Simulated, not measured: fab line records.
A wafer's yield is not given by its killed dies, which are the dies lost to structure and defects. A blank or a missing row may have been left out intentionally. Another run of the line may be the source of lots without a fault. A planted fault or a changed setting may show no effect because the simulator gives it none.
Matching of chambers | flow sky130 | cmp-01 running SKY_VIA3_CMP_02: 4 sister chambers
The step polishes SiO2. 4 wafers are shown with their chamber, then 12 later ones without.

## WAFERS WITH THEIR CHAMBER
wafer  | chamber | motor_current_A (A)
L081.4 | 0       | 9.8
L083.1 | 1       | 11.1
L083.2 | 2       | 9.1
L083.3 | 3       | 11.1

## WAFERS MISSING THEIR CHAMBER
wafer  | motor_current_A (A)
L085.2 | 11.9
L085.4 | 8.9
L085.5 | 9.2
L089.1 | 11.2
L089.5 | 11.4
L089.6 | 9.2
L090.2 | 9.2
L090.4 | 10.8
L090.6 | 11.4
L097.1 | 11.8
L097.3 | 12.0
L097.5 | 9.2

## WHICH CHAMBER EACH WENT THROUGH
wafer  | from the rows above          | in truth
L085.2 | can't be placed: 1 or 3      | 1
L085.4 | can't be placed: 2 or 0      | 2
L085.5 | can't be placed: 2 or 0      | 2
L089.1 | can't be placed: 1 or 3      | 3
L089.5 | can't be placed: 1 or 3      | 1
L089.6 | can't be placed: 2 or 0      | 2
L090.2 | can't be placed: 2 or 0      | 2
L090.4 | can't be placed: 1 or 3 or 0 | 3
L090.6 | can't be placed: 1 or 3      | 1
L097.1 | can't be placed: 1 or 3      | 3
L097.3 | can't be placed: 1 or 3      | 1
L097.5 | can't be placed: 2 or 0      | 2
Correctly placed: 0 of 12. These rows do not allow placing 12 (true chamber among the candidates in 12). Number placed wrongly: 0.
How it was worked out, from the rows above alone: a wafer's distance from a chamber is the root of the sum, over the readings, of the square of ((its reading less the chamber's mean) divided by the reading's scatter). If the next closest chamber is less than 2 further off than the closest, the wafer can't be placed; otherwise it belongs to the closest. For every chamber, the mean is computed from those of its wafers that are shown. The scatter: root of mean squared gap, hidden wafer to nearest shown wafer, with one shown wafer a chamber.
